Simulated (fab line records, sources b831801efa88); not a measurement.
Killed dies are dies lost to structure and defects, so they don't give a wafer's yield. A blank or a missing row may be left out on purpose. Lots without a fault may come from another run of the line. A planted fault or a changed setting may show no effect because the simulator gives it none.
A struck lot beside a sound one | flow sky130 | 15 steps out of a route of 708
Sound: wafers L831.1, L831.3, L831.4. Struck: wafer L837.4. (L837.3, L837.5 of the same lot were not struck and are left out.) The cause comes at the end.
At each step with rows: each side's tool, then ch and its chambers, then its first start. Under that, the readings that differ: sound wafers | struck wafers | difference of the means | sigmas: that difference in standard deviations of wafers without a fault.
alike: readings whose means differ by less than 2 such deviations, and words and numbers that are the same on both sides. not compared: withheld readings, readings that some wafer has no value for, bounds like >300 that may hide the same value, and numbers for which the record gives no deviation and whose values overlap.
The two part at a step that has a row with sigmas, a row that says differs or no value, or rows on one side only. Numbers that don't overlap but have no deviation are shown without sigmas and don't part them. A reading that every wafer of one side lacks parts them only if that side has two wafers or more.

first, 5 steps without rows for these wafers: SKY_VIA3_STRIP_16 (strips in O2/N2); SKY_VIA3_STRIP_17 (strips in post etch residue remover, time 1200 s); SKY_VIA3_CLEAN_18 (cleans in IPA, time 180 s); SKY_VIA3_CLEAN_19 (cleans in O3/DIW); SKY_VIA3_SPUTTER_20 (material TiN, target thk 20 nm, time 80 s).
SKY_VIA3_CVD_21: deposits W, target thk 390 nm, time 117.31 s.
  sound on cvd_w-02 ch 0,1, day 40 05:16; struck on cvd_w-02 ch 0, day 42 09:24
  alike: heater_power_w
  not compared: since_wet_clean_h
SKY_VIA3_RS_MEAS_22: measures by four-point-probe.
  sound on film_metro-01, day 40 05:24; struck on film_metro-02, day 42 09:31
  alike: VIA3_W_RS
SKY_VIA3_THK_MEAS_23: measures by xrf.
  sound on film_metro-01, day 40 05:31; struck on film_metro-02, day 42 09:37
  alike: VIA3_W_THK
SKY_VIA3_CMP_24: polishes, stops on SiO2, t overpolish 20 s, target thk 0 nm.
  sound on cmp-01 ch 0,1,3, day 40 05:38; struck on cmp-02 ch 2, day 42 09:40
  alike: edge_zone_pressure_frac, motor_current_A, overpolish_run_s, time_to_endpoint_s
SKY_METAL4_SPUTTER_00: material Ti, target thk 15 nm, time 10 s.
  sound on pvd_sputter-01, day 40 05:53; struck on pvd_sputter-04, day 42 09:58
  alike: chamber_pressure_pa, throttle_valve_pct
SKY_METAL4_SPUTTER_01: material TiN, target thk 20 nm, time 16.7 s.
  sound on pvd_sputter-01, day 40 05:54; struck on pvd_sputter-04, day 42 09:59
  alike: chamber_pressure_pa, throttle_valve_pct
SKY_METAL4_SPUTTER_02: material AlCu, target thk 735 nm, time 39.1 s.
  sound on pvd_sputter-01, day 40 05:55; struck on pvd_sputter-04, day 42 10:01
  alike: chamber_pressure_pa, throttle_valve_pct
SKY_METAL4_SPUTTER_03: material Ti, target thk 5 nm, time 3.3 s.
  sound on pvd_sputter-01, day 40 05:58; struck on pvd_sputter-04, day 42 10:02
  reading                  | sound                | struck | difference | sigmas
  chamber_pressure_pa (Pa) | 0.3986 0.4003 0.3998 | 0.4160 | +0.0164    | +20
  alike: throttle_valve_pct
then, 1 step without rows for these wafers: SKY_METAL4_SPUTTER_04 (material TiN, target thk 70 nm, time 58.3 s).
-- the record jumps here: 6 days lie between the struck wafers' starts before and after (it left off in module METAL4 and takes up again in module PAD_OPEN, whose first step shown is number 708 of the route) --
SKY_PAD_OPEN_PROBE_99:
  sound on prober-01, day 46 04:26; struck on prober-01, day 48 01:29
  alike: defect_limited_yield, killed_at_M0_to_M3, killed_at_M4_up, killed_at_contacts, killed_at_front_end, killed_at_other, killed_dies, killed_open, killed_short, sort_bin_3_pad_short, sort_bin_5_function, sort_bin_6_memory, sort_n_pass, sort_yield_pct

WHERE THEY PART
Only at SKY_METAL4_SPUTTER_03, within this record. Later steps at which nothing parts them and some readings are alike: SKY_PAD_OPEN_PROBE_99.

WHY: what the simulator had put in
Process parameter drift: pvd_sputter-04, from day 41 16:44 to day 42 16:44, at SKY_METAL4_SPUTTER_03. Setting chamber_pressure_pa, moved by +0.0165, from 0.4. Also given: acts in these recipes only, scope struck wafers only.
